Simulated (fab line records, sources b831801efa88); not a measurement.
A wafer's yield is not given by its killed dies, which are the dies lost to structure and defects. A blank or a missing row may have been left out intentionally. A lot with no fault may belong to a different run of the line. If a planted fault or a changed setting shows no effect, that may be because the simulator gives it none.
fab line records	flow sky130
record: lots: 5	wafers: 15	lastDay: 50
route steps=708 shown PASSIVATION@689 PAD_OPEN@694
lots that met no fault: taken from a fault-free run of the same line
startH: hours from the record's opening day to when the first of the lot's shown wafers began	waitH: time in hours since the lot's previous step	" as in the row above	L1.1+2: one row covering several wafers at once	- no value present, or no start provided	* or withheld: withheld	< > ~ a bound
route shown NAME@n: names a module that has steps shown in the file, with the first one's number in the route	usual: average and standard deviation across the fault-free wafers	same: alike in all rows	chamber/n: place in a boat	sites: per-site readings	_std_site: their standard deviation	_edge_site: outer sites' mean less inner sites'	radiusMm: how far each site lies from the wafer's centre	mask NAME#n: copy n	behind: tool/chamber where the wafer was last shaped	hold: the reason the lot was held/the length of the hold in hours/how it ended	device: which transistor (n, p or np) failed to switch	end of line: the same wafers' tests at the end of the route	for a step that has no rows: nothing shown but its recipe	killed: at the first sort, the dies lost to defects and structure; wafer yield is something else	map: dies across one wafer; x = killed, . = not, _ = none there
set.NAME: the setting as run; set.NAME@STEP: as run at that earlier step	model.NAME: the simulator's own value behind a step, which no gauge read
certain route steps with their lots: each step a table, each wafer a row
services: the hour from which a tool's chamber was out of use, counted from the record's first day as startH (under 0 if before that day), plus the number of hours and why
== steps ==
step: SKY_PASSIVATION_EXPOSE_08
recipe: maskId: NSM	targetCdNm: 3000	na: 0.57	doseMj: 260
step: SKY_PASSIVATION_PEB_09
recipe: tempC: 115	timeS: withheld
step: SKY_PASSIVATION_DEVELOP_10
recipe: developTimeS: 60	devTempC: 23
step: SKY_PASSIVATION_ETCH_11
recipe: chemistry: CF4/O2	targetDepthNm: 725	stopOn: AlCu	sourceW: 800	biasW: 150	pressureMtorr: 150	cf4FlowSccm: 80	O2_flow_sccm: 10	timeS: 161.1
usual: biasW: 150.0/0.44	drypumpMotorCurrentA: 5.6/0.45	oesProductAu: 0.976/0.0066	throttleValvePct: 5.963/0.0097
lot.wafer	tool	chamber	startH	waitH	biasW	drypumpMotorCurrentA	oesProductAu	rfHoursCounterH	throttleValvePct
L809.2	rieDiel-01	1	1056.92	-	150.0	5.2	0.974	3	5.950
L809.3	"	2	"	"	149.2	5.7	0.979	11	5.956
L809.5	"	2	"	"	150.3	5.8	0.978	-	5.964
L818.2	rieDiel-04	2	1107.32	-	151.0	5.6	0.962	19	5.963
L818.3	"	0	"	"	149.2	5.9	0.978	24	5.966
L818.5	"	0	"	"	149.9	5.9	0.972	-	5.970
L827.3	rieDiel-03	3	1152.92	-	149.2	6.1	0.966	24	5.972
L827.4	"	0	"	"	149.7	6.2	0.970	14	5.961
L827.5	"	1	"	"	150.6	6.0	0.973	-	5.961
L829.3	rieDiel-03	1	1168.04	-	150.1	6.0	0.977	22	5.961
L829.4	"	3	"	"	149.7	6.1	0.973	24	5.958
L829.6	"	1	"	"	149.5	6.0	0.970	-	5.964
L830.3	rieDiel-01	1	1170.52	-	150.0	5.2	0.978	7	5.959
L830.4	"	3	"	"	149.8	5.0	0.978	17	5.949
L830.6	"	0	"	"	149.8	5.0	0.988	-	5.972
step: SKY_PASSIVATION_STRIP_12
recipe: chemistry: O2/N2	powerW: 1400	pressureMtorr: 1500	platenTempC: withheld	overashFraction: 0.7	o2FlowSccm: 3000	n2FlowSccm: 300
usual: drypumpMotorCurrentA: 5.68/0.24	oesProductAu: 0.661/0.0044	stripTimeToEndpointS: 31.56/0.13
lot.wafer	tool	chamber	startH	waitH	drypumpMotorCurrentA	oesProductAu	rfHoursCounterH	stripTimeToEndpointS
L809.2	plasmaAsher-02	0	1057.03	0.1	5.77	0.653	31	31.50
L809.3	"	1	"	"	5.31	0.663	-	31.57
L809.5	"	0	"	"	5.77	0.649	-	31.62
L818.2	plasmaAsher-04	0	1107.43	0.1	5.70	0.665	96	31.58
L818.3	"	0	"	"	5.69	0.664	-	31.65
L818.5	"	1	"	"	5.85	0.664	-	31.70
L827.3	plasmaAsher-02	1	1153.06	0.1	5.32	0.668	-	31.58
L827.4	"	0	"	"	5.75	0.657	-	31.38
L827.5	"	1	"	"	5.34	0.663	-	31.60
L829.3	plasmaAsher-01	0	1168.18	0.1	5.42	0.668	-	31.79
L829.4	"	1	"	"	6.03	0.662	-	31.64
L829.6	"	1	"	"	6.02	0.665	-	31.59
L830.3	plasmaAsher-02	0	1170.66	0.1	5.76	0.663	-	31.56
L830.4	"	1	"	"	5.32	0.657	-	31.63
L830.6	"	0	"	"	5.75	0.665	-	31.58
step: SKY_PAD_OPEN_DEHYDRATE_00
recipe: tempC: 200	timeS: 60
step: SKY_PAD_OPEN_HMDS_01
recipe: primeTimeS: 60	primeTempC: 120
step: SKY_PAD_OPEN_COAT_02
recipe: spinRpm: 2000	resistThkNm: 3000
step: SKY_PAD_OPEN_SOFTBAKE_03
recipe: tempC: 110	timeS: withheld
step: SKY_PAD_OPEN_EXPOSE_04
recipe: maskId: PDM	targetCdNm: 60000	na: 0.57	doseMj: 260
step: SKY_PAD_OPEN_PEB_05
recipe: tempC: 115	timeS: withheld
step: SKY_PAD_OPEN_DEVELOP_06
recipe: developTimeS: 60	devTempC: 23
step: SKY_PAD_OPEN_ETCH_07
recipe: chemistry: CF4/O2	targetDepthNm: 725	stopOn: AlCu	sourceW: 800	biasW: 150	pressureMtorr: 150	cf4FlowSccm: 80	O2_flow_sccm: 10	timeS: 161.1
usual: biasW: 149.9/0.48	drypumpMotorCurrentA: 5.5/0.45	oesProductAu: 0.976/0.0075	throttleValvePct: 5.964/0.0081
lot.wafer	tool	chamber	startH	waitH	biasW	drypumpMotorCurrentA	oesProductAu	rfHoursCounterH	throttleValvePct	model.etch.depthNm	model.PAD_OPEN.featureDepthNm
L809.2	rieDiel-04	3	1078.14	-	149.7	5.0	0.976	10	5.975	696	696
L809.3	"	2	"	"	150.0	5.6	0.970	18	5.964	703.2	703.2
L809.5	"	2	"	"	150.2	5.6	0.979	-	5.954	703.2	703.2
L818.2	rieDiel-01	2	1127.14	-	149.8	5.8	0.966	13	5.957	693.7	693.7
L818.3	"	3	"	"	150.2	5.0	0.982	15	5.960	702.2	702.2
L818.5	"	3	"	"	149.8	5.0	0.987	-	5.949	704	704
L827.3	rieDiel-01	0	1169.88	-	149.5	4.9	0.816	26	5.921	519.4	519.4
L827.4	"	1	"	"	151.4	5.2	0.973	7	5.956	704.2	704.2
L827.5	"	3	"	"	149.9	5.0	0.984	-	5.966	710.4	710.4
L829.3	rieDiel-02	3	1183.67	-	149.5	5.7	0.975	10	5.954	700.3	700.3
L829.4	"	2	"	"	149.9	5.8	0.975	26	5.965	706.4	706.4
L829.6	"	3	"	"	149.9	5.7	0.978	-	5.973	706.2	706.2
L830.3	rieDiel-04	2	1186.79	-	150.7	5.6	0.980	22	5.975	702.2	702.2
L830.4	"	0	"	"	148.6	5.9	0.980	27	5.963	702.2	702.2
L830.6	"	0	"	"	148.7	5.9	0.984	-	5.976	711.1	711.1
step: SKY_PAD_OPEN_STRIP_08
recipe: chemistry: O2/N2	powerW: 1400	pressureMtorr: 1500	platenTempC: withheld	overashFraction: 0.7	o2FlowSccm: 3000	n2FlowSccm: 300
usual: drypumpMotorCurrentA: 5.80/0.25	oesProductAu: 0.662/0.0046	stripTimeToEndpointS: 37.09/0.11
lot.wafer	tool	chamber	startH	waitH	drypumpMotorCurrentA	oesProductAu	rfHoursCounterH	stripTimeToEndpointS
L809.2	plasmaAsher-02	0	1078.25	0.1	5.75	0.666	33	36.92
L809.3	"	1	"	"	5.32	0.670	-	36.95
L809.5	"	0	"	"	5.75	0.658	-	37.06
L818.2	plasmaAsher-03	0	1127.25	0.1	5.95	0.667	6	37.13
L818.3	"	1	"	"	6.23	0.669	-	37.07
L818.5	"	0	"	"	5.97	0.662	-	37.11
L827.3	plasmaAsher-03	0	1170.01	0.1	5.95	0.667	-	36.96
L827.4	"	1	"	"	6.21	0.656	-	37.12
L827.5	"	0	"	"	5.96	0.659	-	37.03
L829.3	plasmaAsher-03	0	1183.81	0.1	5.95	0.666	-	37.19
L829.4	"	1	"	"	6.21	0.673	-	37.11
L829.6	"	1	"	"	6.22	0.662	-	37.24
L830.3	plasmaAsher-04	1	1186.93	0.1	5.87	0.664	-	37.30
L830.4	"	0	"	"	5.69	0.664	-	37.16
L830.6	"	1	"	"	5.84	0.658	-	37.18
step: SKY_PAD_OPEN_PROBE_99
usual: defectLimitedYield: 82.3/2	killed_at_M0_to_M3: 44/7	killed_at_M4_up: 3.1/1.8	killedAtContacts: 25/5.1	killedAtFrontEnd: 15/4.3	killedAtOther: 0.3/0.61	killedDies: 87/9.8	killedOpen: 48/7	killedShort: 38/6.3
same: grossDies: 492	killedAtBackSide: 0
lot.wafer	tool	chamber	startH	waitH	defectLimitedYield[%]	killed_at_M0_to_M3	killed_at_M4_up	killedAtContacts	killedAtFrontEnd	killedAtOther	killedDies	killedOpen	killedShort	model.etest.tester.sortNPass	model.etest.tester.sortYieldPct	model.etest.tester.sort_bin_5_pct	model.etest.diodePwellDnwell.underFloor	model.etest.capLiToPoly.open	model.etest.sonosErased.open	model.etest.resNwell.open	model.etest.capMim2.open
L809.2	prober-02	-	1080.55	0.1	85.0	39	2	22	11	0	74	41	33	418	84.96	8.537	0	0	0	0	0
L809.3	prober-02	-	1080.60	0.2	81.7	46	0	25	18	1	90	61	28	402	81.71	12.4	0	0	0	0	0
L809.5	prober-02	-	1080.70	0.2	81.1	51	5	19	17	1	93	50	42	399	81.1	10.98	0	0	0	0	0
L818.2	prober-01	-	1129.51	0.1	80.5	47	0	28	21	0	96	51	45	396	80.49	8.943	0	0	0	0	0
L818.3	prober-01	-	1129.56	0.2	86.2	37	0	21	9	1	68	40	28	424	86.18	6.911	0	0	0	0	0
L818.5	prober-01	-	1129.66	0.2	83.5	40	5	22	14	0	81	43	38	411	83.54	9.146	0	0	0	0	0
L827.3	prober-02	-	1172.29	0.2	81.9	50	6	21	12	0	89	48	41	0	0	93.29	1	1	1	1	1
L827.4	prober-02	-	1172.34	0.2	82.3	40	0	29	18	0	87	47	40	405	82.32	10.37	0	0	0	0	0
L827.5	prober-02	-	1172.39	0.2	83.9	36	1	26	16	0	79	53	26	413	83.94	8.333	0	0	0	0	0
L829.3	prober-02	-	1186.10	0.2	81.5	45	4	27	14	1	91	61	30	401	81.5	11.18	0	0	0	0	0
L829.4	prober-02	-	1186.15	0.2	83.5	41	3	24	13	0	81	42	39	411	83.54	9.756	0	0	0	0	0
L829.6	prober-02	-	1186.25	0.2	84.6	39	1	22	14	0	76	39	37	416	84.55	9.959	0	0	0	0	0
L830.3	prober-01	-	1189.72	0.2	85.6	42	3	19	7	0	71	39	32	421	85.57	7.927	0	0	0	0	0
L830.4	prober-01	-	1189.77	0.2	84.3	55	2	11	9	0	77	45	32	415	84.35	10.37	0	0	0	0	0
L830.6	prober-01	-	1189.87	0.2	81.3	54	9	17	12	0	92	46	46	400	81.3	9.756	0	0	0	0	0
killed by level:class
L809.2 VIA3:geometricParticle:open=10 METAL2:geometricParticle:short=8 CONTACT:geometricParticle:open=7 LI_CONTACT:geometricParticle:open=6 FIELD_ISO:geometricParticle:short=4 LI_CONTACT:geometricParticle:short=4 VIA1:geometricParticle:open=4 VIA2:geometricParticle:open=4
L809.3 CONTACT:geometricParticle:open=14 VIA2:geometricParticle:open=11 FIELD_ISO:geometricParticle:open=9 VIA1:geometricParticle:open=8 VIA3:geometricParticle:open=8 LOCAL_INTERCONNECT:geometricParticle:short=5 VIA3:geometricParticle:short=5 METAL1:geometricParticle:short=4
L809.5 VIA1:geometricParticle:open=9 VIA2:geometricParticle:open=8 LI_CONTACT:geometricParticle:open=7 VIA3:geometricParticle:open=7 METAL2:geometricParticle:short=6 VIA1:geometricParticle:short=6 FIELD_ISO:geometricParticle:open=5 FIELD_ISO:geometricParticle:short=5
L818.2 VIA1:geometricParticle:open=12 CONTACT:geometricParticle:open=8 METAL2:geometricParticle:short=7 LI_CONTACT:geometricParticle:open=7 VIA2:geometricParticle:open=7 FIELD_ISO:geometricParticle:open=6 LOCAL_INTERCONNECT:geometricParticle:short=6 VIA1:geometricParticle:short=6
L818.3 VIA1:geometricParticle:open=9 LI_CONTACT:geometricParticle:open=6 VIA2:geometricParticle:open=6 LOCAL_INTERCONNECT:geometricParticle:short=5 METAL1:geometricParticle:short=5 FIELD_ISO:geometricParticle:short=4 CONTACT:geometricParticle:open=4 VIA3:geometricParticle:open=4
L818.5 VIA1:geometricParticle:open=11 VIA2:geometricParticle:open=9 CONTACT:geometricParticle:open=7 LI_CONTACT:geometricParticle:short=5 LI_CONTACT:geometricParticle:open=5 VIA1:geometricParticle:short=5 POLY_GATE:geometricParticle:short=4 CONTACT:geometricParticle:short=4
L827.3 VIA1:geometricParticle:open=9 CONTACT:geometricParticle:short=8 LI_CONTACT:geometricParticle:open=8 METAL1:geometricParticle:short=7 VIA3:geometricParticle:open=6 VIA2:geometricParticle:open=6 POLY_GATE:geometricParticle:short=5 METAL1:geometricParticle:open=5
L827.4 LI_CONTACT:geometricParticle:open=9 VIA1:geometricParticle:open=9 VIA3:geometricParticle:open=8 CONTACT:geometricParticle:open=7 CONTACT:geometricParticle:short=7 METAL1:geometricParticle:short=7 FIELD_ISO:geometricParticle:short=6 POLY_GATE:geometricParticle:open=4
L827.5 CONTACT:geometricParticle:open=11 VIA1:geometricParticle:open=8 VIA2:geometricParticle:open=7 LI_CONTACT:geometricParticle:open=6 POLY_GATE:geometricParticle:open=6 VIA3:geometricParticle:open=5 POLY_GATE:geometricParticle:short=4 FIELD_ISO:geometricParticle:open=3
L829.3 CONTACT:geometricParticle:open=10 VIA2:geometricParticle:open=10 VIA3:geometricParticle:open=9 LI_CONTACT:geometricParticle:open=8 VIA1:geometricParticle:open=7 METAL2:geometricParticle:short=6 POLY_GATE:geometricParticle:open=4 LOCAL_INTERCONNECT:geometricParticle:short=4
L829.4 CONTACT:geometricParticle:open=12 VIA1:geometricParticle:open=10 METAL2:geometricParticle:short=9 METAL1:geometricParticle:short=6 CONTACT:geometricParticle:short=5 FIELD_ISO:geometricParticle:short=4 POLY_GATE:geometricParticle:open=4 LI_CONTACT:geometricParticle:open=4
L829.6 VIA1:geometricParticle:open=8 CONTACT:geometricParticle:open=7 METAL2:geometricParticle:short=7 POLY_GATE:geometricParticle:short=6 LI_CONTACT:geometricParticle:open=6 VIA3:geometricParticle:open=6 METAL1:geometricParticle:short=5 CONTACT:geometricParticle:short=5
L830.3 VIA1:geometricParticle:open=12 LI_CONTACT:geometricParticle:open=10 VIA1:geometricParticle:short=6 VIA3:geometricParticle:open=6 METAL2:geometricParticle:short=5 METAL1:geometricParticle:short=4 VIA3:geometricParticle:short=3 LOCAL_INTERCONNECT:geometricParticle:short=3
L830.4 VIA1:geometricParticle:open=14 VIA3:geometricParticle:open=8 METAL1:geometricParticle:short=7 CONTACT:geometricParticle:open=6 VIA2:geometricParticle:short=6 VIA2:geometricParticle:open=6 VIA1:geometricParticle:short=5 POLY_GATE:geometricParticle:open=3
L830.6 VIA3:geometricParticle:open=11 LI_CONTACT:geometricParticle:open=8 METAL1:geometricParticle:short=8 METAL2:geometricParticle:short=8 VIA2:geometricParticle:open=6 VIA1:geometricParticle:short=6 METAL4:geometricParticle:short=6 VIA1:geometricParticle:open=5
== services ==
tool	chamber	startH	hours	kind
rieDiel-04	1	1046.99	-	clean
rieDiel-04	1	1046.99	20.1	scheduledDown
rieDiel-04	1	1046.99	20.1	ventCycle
plasmaAsher-04	-	1047.07	5.6	repair
rieDiel-04	2	1052.98	7.2	repair
plasmaAsher-02	-	1053.40	0.8	repair
plasmaAsher-03	-	1055.27	9.0	pm
plasmaAsher-03	0	1055.27	9.0	ventCycle
plasmaAsher-03	1	1055.27	9.0	ventCycle
plasmaAsher-03	0	1064.27	-	clean
plasmaAsher-03	1	1064.27	-	clean
plasmaAsher-03	-	1071.02	1.8	repair
rieDiel-02	1	1087.98	21.8	repair
rieDiel-02	1	1121.28	8.5	repair
plasmaAsher-02	-	1128.21	3.4	repair
rieDiel-03	3	1130.58	4.2	repair
rieDiel-03	0	1156.05	1.5	repair
rieDiel-03	3	1185.15	-	clean
rieDiel-03	3	1185.15	-	consumableReplace:focusRing
== key ==
firstSign: step: SKY_PAD_OPEN_ETCH_07	reading: oesProductAu	direction: down	sigmas: 21	usual: 0.976	struck: 0.816
effect: step: SKY_PAD_OPEN_ETCH_07	reading: throttleValvePct	direction: down	sigmas: 5.3	usual: 5.964	struck: 5.921
modelEffect: step: SKY_PAD_OPEN_ETCH_07	value: etch.depthNm	without: 693.4	struck: 519.4
modelEffect: step: SKY_PAD_OPEN_PROBE_99	value: etest.tester.sortNPass	without: 403	struck: 0
metAt SKY_PAD_OPEN_ETCH_07
struckWafers L827.3
onsetBetween 1127.14 1169.88
fault: kind: processParameterDrift	tool: rieDiel-01	chamber: -	onsetH: 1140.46	steps: SKY_PAD_OPEN_ETCH_07	channel: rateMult	offset: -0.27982	shape: step	endH: 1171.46	scope: struckWafersOnly
